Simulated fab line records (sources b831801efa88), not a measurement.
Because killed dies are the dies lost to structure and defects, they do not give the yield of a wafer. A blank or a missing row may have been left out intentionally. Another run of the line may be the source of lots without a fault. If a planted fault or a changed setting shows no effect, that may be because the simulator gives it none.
Which tool is to blame? / flow gf180mcu / 24 lots, 72 wafers sampled, at 5 steps of a route of 602

## WHAT EACH GAUGE READ, for each wafer
GF_PSD_OVL_MEAS_08. Usual: for PSD_OVL the level is 0.4 nm and the standard deviation is 1.4.
lot=L074; measured=day 14 02:51; on=overlay-01; PSD_OVL (nm)=-0.3 0.3 3.6; flag=
lot=L075; measured=day 14 13:16; on=overlay-02; PSD_OVL (nm)=-2.2 -1.1 0.1; flag=
lot=L076; measured=day 14 17:26; on=overlay-02; PSD_OVL (nm)=-0.3 -0.2 -2.0; flag=
lot=L077; measured=day 15 07:01; on=overlay-01; PSD_OVL (nm)=0.1 0.6 1.5; flag=
lot=L078; measured=day 15 16:46; on=overlay-02; PSD_OVL (nm)=-1.4 1.0 1.6; flag=
lot=L079; measured=day 15 23:04; on=overlay-02; PSD_OVL (nm)=0.6 -0.7 0.0; flag=
lot=L080; measured=day 16 04:14; on=overlay-02; PSD_OVL (nm)=1.7 2.1 1.3; flag=
lot=L081; measured=day 16 12:40; on=overlay-02; PSD_OVL (nm)=1.3 0.6 -0.8; flag=
lot=L082; measured=day 16 19:25; on=overlay-01; PSD_OVL (nm)=0.8 2.0 0.7; flag=
lot=L083; measured=day 17 10:55; on=overlay-02; PSD_OVL (nm)=0.3 0.8 0.2; flag=
lot=L084; measured=day 17 17:01; on=overlay-01; PSD_OVL (nm)=0.7 0.4 2.8; flag=
lot=L085; measured=day 17 23:39; on=overlay-02; PSD_OVL (nm)=0.3 0.0 -0.5; flag=
lot=L086; measured=day 18 11:39; on=overlay-02; PSD_OVL (nm)=-0.1 1.7 0.8; flag=
lot=L087; measured=day 19 03:44; on=overlay-02; PSD_OVL (nm)=0.8 0.4 0.5; flag=
lot=L088; measured=day 19 06:37; on=overlay-01; PSD_OVL (nm)=1.0 2.4 0.1; flag=
lot=L089; measured=day 19 10:58; on=overlay-02; PSD_OVL (nm)=-2.8 -1.8 -1.1; flag=
lot=L090; measured=day 20 04:11; on=overlay-01; PSD_OVL (nm)=0.0 1.0 -1.2; flag=
lot=L091; measured=day 20 09:22; on=overlay-01; PSD_OVL (nm)=-0.1 1.0 0.6; flag=
lot=L092; measured=day 20 15:22; on=overlay-01; PSD_OVL (nm)=1.7 2.2 1.3; flag=
lot=L093; measured=day 20 23:46; on=overlay-01; PSD_OVL (nm)=0.2 -3.3 -1.0; flag=
lot=L094; measured=day 21 06:19; on=overlay-01; PSD_OVL (nm)=-0.7 0.7 0.0; flag=
lot=L095; measured=day 21 16:37; on=overlay-01; PSD_OVL (nm)=1.0 -1.3 -1.0; flag=
lot=L096; measured=day 21 21:56; on=overlay-02; PSD_OVL (nm)=-1.6 -1.3 -0.7; flag=
lot=L097; measured=day 22 06:35; on=overlay-01; PSD_OVL (nm)=1.1 2.9 2.7; flag=

GF_M2_RS_MEAS_05: measurement is done with a four-point probe. Usual: for M2_ALCU_RS the level is 0.0694 ohm/sq and the standard deviation is 0.00084.
lot=L074; measured=day 18 00:44; on=film-metro-03; M2_ALCU_RS (ohm/sq)=0.0694 0.0691 0.0692; flag=
lot=L075; measured=day 18 13:08; on=film-metro-02; M2_ALCU_RS (ohm/sq)=0.0704 0.0707 0.0704; flag=
lot=L076; measured=day 18 18:45; on=film-metro-04; M2_ALCU_RS (ohm/sq)=0.0703 0.0691 0.0698; flag=
lot=L077; measured=day 19 09:04; on=film-metro-04; M2_ALCU_RS (ohm/sq)=0.0695 0.0696 0.0699; flag=
lot=L078; measured=day 19 18:33; on=film-metro-02; M2_ALCU_RS (ohm/sq)=0.0701 0.0701 0.0697; flag=
lot=L079; measured=day 20 02:23; on=film-metro-03; M2_ALCU_RS (ohm/sq)=0.0686 0.0694 0.0689; flag=
lot=L080; measured=day 20 07:13; on=film-metro-04; M2_ALCU_RS (ohm/sq)=0.0697 0.0692 0.0683; flag=
lot=L081; measured=day 20 18:07; on=film-metro-02; M2_ALCU_RS (ohm/sq)=0.0703 0.0693 0.0693; flag=
lot=L082; measured=day 20 23:21; on=film-metro-02; M2_ALCU_RS (ohm/sq)=0.0693 0.0687 0.0684; flag=
lot=L083; measured=day 21 15:53; on=film-metro-02; M2_ALCU_RS (ohm/sq)=0.0674 0.0679 0.0685; flag=
lot=L084; measured=day 21 23:30; on=film-metro-02; M2_ALCU_RS (ohm/sq)=0.0698 0.0697 0.0710; flag=
lot=L085; measured=day 22 06:26; on=film-metro-02; M2_ALCU_RS (ohm/sq)=0.0673 0.0687 0.0677; flag=
lot=L086; measured=day 22 17:59; on=film-metro-04; M2_ALCU_RS (ohm/sq)=0.0691 0.0688 0.0695; flag=
lot=L087; measured=day 23 09:22; on=film-metro-04; M2_ALCU_RS (ohm/sq)=0.0699 0.0696 0.0702; flag=
lot=L088; measured=day 23 12:02; on=film-metro-02; M2_ALCU_RS (ohm/sq)=0.0696 0.0693 0.0698; flag=
lot=L089; measured=day 23 16:02; on=film-metro-02; M2_ALCU_RS (ohm/sq)=0.0690 0.0684 0.0689; flag=
lot=L090; measured=day 24 07:52; on=film-metro-02; M2_ALCU_RS (ohm/sq)=0.0715 0.0705 0.0713; flag=
lot=L091; measured=day 24 12:50; on=film-metro-02; M2_ALCU_RS (ohm/sq)=0.0702 0.0701 0.0702; flag=
lot=L092; measured=day 24 18:42; on=film-metro-02; M2_ALCU_RS (ohm/sq)=0.0694 0.0696 0.0691; flag=
lot=L093; measured=day 25 02:09; on=film-metro-02; M2_ALCU_RS (ohm/sq)=0.0700 0.0704 0.0702; flag=
lot=L094; measured=day 25 07:59; on=film-metro-02; M2_ALCU_RS (ohm/sq)=0.0703 0.0691 0.0696; flag=
lot=L095; measured=day 25 17:32; on=film-metro-04; M2_ALCU_RS (ohm/sq)=0.0703 0.0703 0.0703; flag=
lot=L096; measured=day 25 21:46; on=film-metro-02; M2_ALCU_RS (ohm/sq)=0.0688 0.0688 0.0684; flag=
lot=L097; measured=day 26 05:58; on=film-metro-02; M2_ALCU_RS (ohm/sq)=0.0684 0.0688 0.0691; flag=

GF_M2_THK_MEAS_06: measures by xrf. Usual: for M2_ALCU_THK the level is 451 nm and the standard deviation is 6.3.
lot=L074; measured=day 18 00:51; on=film-metro-03; M2_ALCU_THK (nm)=447 449 446; flag=
lot=L075; measured=day 18 13:14; on=film-metro-02; M2_ALCU_THK (nm)=448 446 448; flag=
lot=L076; measured=day 18 18:52; on=film-metro-04; M2_ALCU_THK (nm)=442 447 446; flag=
lot=L077; measured=day 19 09:09; on=film-metro-04; M2_ALCU_THK (nm)=447 446 445; flag=
lot=L078; measured=day 19 18:40; on=film-metro-02; M2_ALCU_THK (nm)=448 448 449; flag=
lot=L079; measured=day 20 02:29; on=film-metro-03; M2_ALCU_THK (nm)=453 450 452; flag=
lot=L080; measured=day 20 07:19; on=film-metro-04; M2_ALCU_THK (nm)=447 450 456; flag=
lot=L081; measured=day 20 18:14; on=film-metro-02; M2_ALCU_THK (nm)=448 452 455; flag=
lot=L082; measured=day 20 23:28; on=film-metro-02; M2_ALCU_THK (nm)=458 456 459; flag=
lot=L083; measured=day 21 16:00; on=film-metro-02; M2_ALCU_THK (nm)=467 463 459; flag=
lot=L084; measured=day 21 23:36; on=film-metro-02; M2_ALCU_THK (nm)=452 448 442; flag=
lot=L085; measured=day 22 06:32; on=film-metro-02; M2_ALCU_THK (nm)=467 458 461; flag=
lot=L086; measured=day 22 18:05; on=film-metro-04; M2_ALCU_THK (nm)=448 450 446; flag=
lot=L087; measured=day 23 09:29; on=film-metro-04; M2_ALCU_THK (nm)=445 448 447; flag=
lot=L088; measured=day 23 12:08; on=film-metro-02; M2_ALCU_THK (nm)=450 452 449; flag=
lot=L089; measured=day 23 16:09; on=film-metro-02; M2_ALCU_THK (nm)=455 461 456; flag=
lot=L090; measured=day 24 07:59; on=film-metro-02; M2_ALCU_THK (nm)=438 445 441; flag=
lot=L091; measured=day 24 12:57; on=film-metro-02; M2_ALCU_THK (nm)=447 444 445; flag=
lot=L092; measured=day 24 18:49; on=film-metro-02; M2_ALCU_THK (nm)=454 450 453; flag=
lot=L093; measured=day 25 02:15; on=film-metro-02; M2_ALCU_THK (nm)=450 451 449; flag=
lot=L094; measured=day 25 08:07; on=film-metro-02; M2_ALCU_THK (nm)=448 457 456; flag=
lot=L095; measured=day 25 17:38; on=film-metro-04; M2_ALCU_THK (nm)=442 442 442; flag=
lot=L096; measured=day 25 21:52; on=film-metro-02; M2_ALCU_THK (nm)=457 458 462; flag=
lot=L097; measured=day 26 06:04; on=film-metro-02; M2_ALCU_THK (nm)=461 459 457; flag=

## TOOL THAT RAN EACH LOT (tool first, then ch and the chambers of the sampled wafers, then the start)
lot=L074; GF_M1_SPUTTER_04=pvd-sputter-04, day 16 01:12; GF_V1_CMP_26=cmp-02 ch 0,1, day 18 00:14
lot=L075; GF_M1_SPUTTER_04=pvd-sputter-02, day 16 12:37; GF_V1_CMP_26=cmp-02 ch 1,3, day 18 12:38
lot=L076; GF_M1_SPUTTER_04=pvd-sputter-01, day 16 17:37; GF_V1_CMP_26=cmp-02 ch 1,2,3, day 18 18:14
lot=L077; GF_M1_SPUTTER_04=pvd-sputter-02, day 17 07:24; GF_V1_CMP_26=cmp-02 ch 0,1, day 19 08:32
lot=L078; GF_M1_SPUTTER_04=pvd-sputter-01, day 17 16:38; GF_V1_CMP_26=cmp-02 ch 1,2, day 19 18:03
lot=L079; GF_M1_SPUTTER_04=pvd-sputter-04, day 17 23:32; GF_V1_CMP_26=cmp-01 ch 0,3, day 20 01:50
lot=L080; GF_M1_SPUTTER_04=pvd-sputter-02, day 18 04:32; GF_V1_CMP_26=cmp-02 ch 0,1,3, day 20 06:39
lot=L081; GF_M1_SPUTTER_04=pvd-sputter-04, day 18 14:49; GF_V1_CMP_26=cmp-01 ch 0,2,3, day 20 17:38
lot=L082; GF_M1_SPUTTER_04=pvd-sputter-04, day 18 20:58; GF_V1_CMP_26=cmp-02 ch 0,2,3, day 20 22:55
lot=L083; GF_M1_SPUTTER_04=pvd-sputter-01, day 19 12:58; GF_V1_CMP_26=cmp-01 ch 1,2,3, day 21 15:28
lot=L084; GF_M1_SPUTTER_04=pvd-sputter-01, day 19 18:58; GF_V1_CMP_26=cmp-02 ch 1,2,3, day 21 23:02
lot=L085; GF_M1_SPUTTER_04=pvd-sputter-04, day 20 03:42; GF_V1_CMP_26=cmp-02 ch 0,3, day 22 05:53
lot=L086; GF_M1_SPUTTER_04=pvd-sputter-01, day 20 15:32; GF_V1_CMP_26=cmp-01 ch 0,3, day 22 17:25
lot=L087; GF_M1_SPUTTER_04=pvd-sputter-02, day 21 07:23; GF_V1_CMP_26=cmp-02 ch 0,2,3, day 23 08:57
lot=L088; GF_M1_SPUTTER_04=pvd-sputter-04, day 21 10:31; GF_V1_CMP_26=cmp-02 ch 0,2, day 23 11:29
lot=L089; GF_M1_SPUTTER_04=pvd-sputter-04, day 21 14:18; GF_V1_CMP_26=cmp-01 ch 1,3, day 23 15:33
lot=L090; GF_M1_SPUTTER_04=pvd-sputter-02, day 22 06:54; GF_V1_CMP_26=cmp-02 ch 0,1, day 24 07:21
lot=L091; GF_M1_SPUTTER_04=pvd-sputter-04, day 22 12:40; GF_V1_CMP_26=cmp-02 ch 1,2,3, day 24 12:21
lot=L092; GF_M1_SPUTTER_04=pvd-sputter-01, day 22 18:16; GF_V1_CMP_26=cmp-01 ch 0,3, day 24 18:11
lot=L093; GF_M1_SPUTTER_04=pvd-sputter-01, day 23 02:07; GF_V1_CMP_26=cmp-01 ch 0,2,3, day 25 01:35
lot=L094; GF_M1_SPUTTER_04=pvd-sputter-04, day 23 09:01; GF_V1_CMP_26=cmp-01 ch 1,2, day 25 07:31
lot=L095; GF_M1_SPUTTER_04=pvd-sputter-04, day 23 18:48; GF_V1_CMP_26=cmp-02 ch 0,2, day 25 17:02
lot=L096; GF_M1_SPUTTER_04=pvd-sputter-04, day 23 22:47; GF_V1_CMP_26=cmp-02 ch 2,3, day 25 21:16
lot=L097; GF_M1_SPUTTER_04=pvd-sputter-02, day 24 07:16; GF_V1_CMP_26=cmp-01 ch 2,3, day 26 05:23
- GF_M1_SPUTTER_04: material TiN, target thk 50 nm, time 41.7 s.
- GF_V1_CMP_26: polishes, stops on SiO2, t overpolish 15 s, target thk 0 nm.

## AS READ BY THE TOOLS THEMSELVES (means over the sampled wafers that have a number; for cases with no such wafer, the mark the record gives instead)
GF_M1_SPUTTER_04. Usual: 30.3 % for throttle-valve-pct, sd 0.82.
lot=L074; tool=pvd-sputter-04; throttle-valve-pct (%)=30.6; flag=
lot=L075; tool=pvd-sputter-02; throttle-valve-pct (%)=30.2; flag=
lot=L076; tool=pvd-sputter-01; throttle-valve-pct (%)=30.0; flag=
lot=L077; tool=pvd-sputter-02; throttle-valve-pct (%)=30.7; flag=
lot=L078; tool=pvd-sputter-01; throttle-valve-pct (%)=30.6; flag=
lot=L079; tool=pvd-sputter-04; throttle-valve-pct (%)=31.1; flag=
lot=L080; tool=pvd-sputter-02; throttle-valve-pct (%)=29.5; flag=
lot=L081; tool=pvd-sputter-04; throttle-valve-pct (%)=31.1; flag=
lot=L082; tool=pvd-sputter-04; throttle-valve-pct (%)=31.2; flag=
lot=L083; tool=pvd-sputter-01; throttle-valve-pct (%)=30.3; flag=
lot=L084; tool=pvd-sputter-01; throttle-valve-pct (%)=30.3; flag=
lot=L085; tool=pvd-sputter-04; throttle-valve-pct (%)=29.9; flag=
lot=L086; tool=pvd-sputter-01; throttle-valve-pct (%)=30.2; flag=
lot=L087; tool=pvd-sputter-02; throttle-valve-pct (%)=30.3; flag=
lot=L088; tool=pvd-sputter-04; throttle-valve-pct (%)=30.6; flag=
lot=L089; tool=pvd-sputter-04; throttle-valve-pct (%)=29.2; flag=
lot=L090; tool=pvd-sputter-02; throttle-valve-pct (%)=29.1; flag=
lot=L091; tool=pvd-sputter-04; throttle-valve-pct (%)=29.9; flag=
lot=L092; tool=pvd-sputter-01; throttle-valve-pct (%)=30.0; flag=
lot=L093; tool=pvd-sputter-01; throttle-valve-pct (%)=30.2; flag=
lot=L094; tool=pvd-sputter-04; throttle-valve-pct (%)=31.0; flag=
lot=L095; tool=pvd-sputter-04; throttle-valve-pct (%)=30.3; flag=
lot=L096; tool=pvd-sputter-04; throttle-valve-pct (%)=30.3; flag=
lot=L097; tool=pvd-sputter-02; throttle-valve-pct (%)=29.4; flag=

GF_V1_CMP_26. Usual: motor-current-A 10.8 A, standard deviation 0.99; overpolish-run-s 15.000 s, standard deviation 0.0095; retaining-ring-pressure-frac 1.000, standard deviation 0.0056; slurry-filter-dp-kPa 13.51 kPa, standard deviation 0.13; slurry-flow-ml-min 150.0, standard deviation 0.46; time-to-endpoint-s 84 s, standard deviation 3.5.
lot=L074; tool=cmp-02; motor-current-A (A)=11.7; overpolish-run-s (s)=14.993; retaining-ring-pressure-frac=1.002; slurry-filter-dp-kPa (kPa)=13.55; slurry-flow-ml-min=149.5; time-to-endpoint-s (s)=89; flag=
lot=L075; tool=cmp-02; motor-current-A (A)=10.0; overpolish-run-s (s)=14.996; retaining-ring-pressure-frac=0.993; slurry-filter-dp-kPa (kPa)=13.42; slurry-flow-ml-min=150.0; time-to-endpoint-s (s)=83; flag=
lot=L076; tool=cmp-02; motor-current-A (A)=10.1; overpolish-run-s (s)=15.004; retaining-ring-pressure-frac=0.999; slurry-filter-dp-kPa (kPa)=13.58; slurry-flow-ml-min=149.6; time-to-endpoint-s (s)=85; flag=
lot=L077; tool=cmp-02; motor-current-A (A)=11.1; overpolish-run-s (s)=14.989; retaining-ring-pressure-frac=0.991; slurry-filter-dp-kPa (kPa)=13.51; slurry-flow-ml-min=150.0; time-to-endpoint-s (s)=82; flag=
lot=L078; tool=cmp-02; motor-current-A (A)=10.6; overpolish-run-s (s)=15.000; retaining-ring-pressure-frac=1.002; slurry-filter-dp-kPa (kPa)=13.41; slurry-flow-ml-min=150.1; time-to-endpoint-s (s)=81; flag=
lot=L079; tool=cmp-01; motor-current-A (A)=11.4; overpolish-run-s (s)=15.003; retaining-ring-pressure-frac=1.003; slurry-filter-dp-kPa (kPa)=13.59; slurry-flow-ml-min=149.9; time-to-endpoint-s (s)=85; flag=
lot=L080; tool=cmp-02; motor-current-A (A)=10.6; overpolish-run-s (s)=14.996; retaining-ring-pressure-frac=1.002; slurry-filter-dp-kPa (kPa)=13.56; slurry-flow-ml-min=150.6; time-to-endpoint-s (s)=80; flag=
lot=L081; tool=cmp-01; motor-current-A (A)=11.0; overpolish-run-s (s)=14.996; retaining-ring-pressure-frac=1.005; slurry-filter-dp-kPa (kPa)=13.53; slurry-flow-ml-min=149.7; time-to-endpoint-s (s)=83; flag=
lot=L082; tool=cmp-02; motor-current-A (A)=11.0; overpolish-run-s (s)=15.003; retaining-ring-pressure-frac=1.003; slurry-filter-dp-kPa (kPa)=13.58; slurry-flow-ml-min=149.9; time-to-endpoint-s (s)=82; flag=
lot=L083; tool=cmp-01; motor-current-A (A)=10.5; overpolish-run-s (s)=14.992; retaining-ring-pressure-frac=1.001; slurry-filter-dp-kPa (kPa)=13.59; slurry-flow-ml-min=150.1; time-to-endpoint-s (s)=88; flag=
lot=L084; tool=cmp-02; motor-current-A (A)=10.3; overpolish-run-s (s)=15.000; retaining-ring-pressure-frac=0.999; slurry-filter-dp-kPa (kPa)=13.66; slurry-flow-ml-min=150.3; time-to-endpoint-s (s)=83; flag=
lot=L085; tool=cmp-02; motor-current-A (A)=11.5; overpolish-run-s (s)=14.994; retaining-ring-pressure-frac=0.996; slurry-filter-dp-kPa (kPa)=13.48; slurry-flow-ml-min=149.7; time-to-endpoint-s (s)=82; flag=
lot=L086; tool=cmp-01; motor-current-A (A)=11.1; overpolish-run-s (s)=15.011; retaining-ring-pressure-frac=1.001; slurry-filter-dp-kPa (kPa)=13.55; slurry-flow-ml-min=150.1; time-to-endpoint-s (s)=88; flag=
lot=L087; tool=cmp-02; motor-current-A (A)=10.7; overpolish-run-s (s)=14.996; retaining-ring-pressure-frac=0.998; slurry-filter-dp-kPa (kPa)=13.47; slurry-flow-ml-min=149.8; time-to-endpoint-s (s)=86; flag=
lot=L088; tool=cmp-02; motor-current-A (A)=11.3; overpolish-run-s (s)=14.996; retaining-ring-pressure-frac=0.996; slurry-filter-dp-kPa (kPa)=13.57; slurry-flow-ml-min=149.3; time-to-endpoint-s (s)=84; flag=
lot=L089; tool=cmp-01; motor-current-A (A)=10.6; overpolish-run-s (s)=15.012; retaining-ring-pressure-frac=1.002; slurry-filter-dp-kPa (kPa)=13.43; slurry-flow-ml-min=150.1; time-to-endpoint-s (s)=88; flag=
lot=L090; tool=cmp-02; motor-current-A (A)=11.6; overpolish-run-s (s)=14.986; retaining-ring-pressure-frac=1.002; slurry-filter-dp-kPa (kPa)=13.51; slurry-flow-ml-min=150.0; time-to-endpoint-s (s)=84; flag=
lot=L091; tool=cmp-02; motor-current-A (A)=10.3; overpolish-run-s (s)=14.997; retaining-ring-pressure-frac=0.998; slurry-filter-dp-kPa (kPa)=13.42; slurry-flow-ml-min=150.2; time-to-endpoint-s (s)=82; flag=
lot=L092; tool=cmp-01; motor-current-A (A)=11.2; overpolish-run-s (s)=14.999; retaining-ring-pressure-frac=1.002; slurry-filter-dp-kPa (kPa)=13.52; slurry-flow-ml-min=150.4; time-to-endpoint-s (s)=85; flag=
lot=L093; tool=cmp-01; motor-current-A (A)=10.8; overpolish-run-s (s)=15.000; retaining-ring-pressure-frac=1.002; slurry-filter-dp-kPa (kPa)=13.57; slurry-flow-ml-min=149.7; time-to-endpoint-s (s)=86; flag=
lot=L094; tool=cmp-01; motor-current-A (A)=10.1; overpolish-run-s (s)=15.007; retaining-ring-pressure-frac=0.999; slurry-filter-dp-kPa (kPa)=13.58; slurry-flow-ml-min=150.1; time-to-endpoint-s (s)=84; flag=
lot=L095; tool=cmp-02; motor-current-A (A)=11.6; overpolish-run-s (s)=15.005; retaining-ring-pressure-frac=1.000; slurry-filter-dp-kPa (kPa)=13.53; slurry-flow-ml-min=150.7; time-to-endpoint-s (s)=83; flag=
lot=L096; tool=cmp-02; motor-current-A (A)=9.8; overpolish-run-s (s)=15.010; retaining-ring-pressure-frac=1.002; slurry-filter-dp-kPa (kPa)=13.45; slurry-flow-ml-min=150.3; time-to-endpoint-s (s)=84; flag=
lot=L097; tool=cmp-01; motor-current-A (A)=10.7; overpolish-run-s (s)=15.005; retaining-ring-pressure-frac=1.003; slurry-filter-dp-kPa (kPa)=13.50; slurry-flow-ml-min=150.2; time-to-endpoint-s (s)=85; flag=

## THE ANSWER, worked out from the rows above alone
Rule: a lot counts as off when the mean over its wafers that have a number is more than 3 standard deviations away from the usual mean. Also off: a lot with no number at a reading for which 4 or more lots have one. All remaining lots with rows at the step are treated as sound. First the gauges in route order, then the tools' own readings, where a lot's mean is used as printed above. At the first step where some lot is off, the reading lying furthest off is the one used; lots without a number count as furthest.
No lot is off on any of the readings shown, so nothing can be concluded from this.

## WHAT HAD BEEN PUT IN BY THE SIMULATOR
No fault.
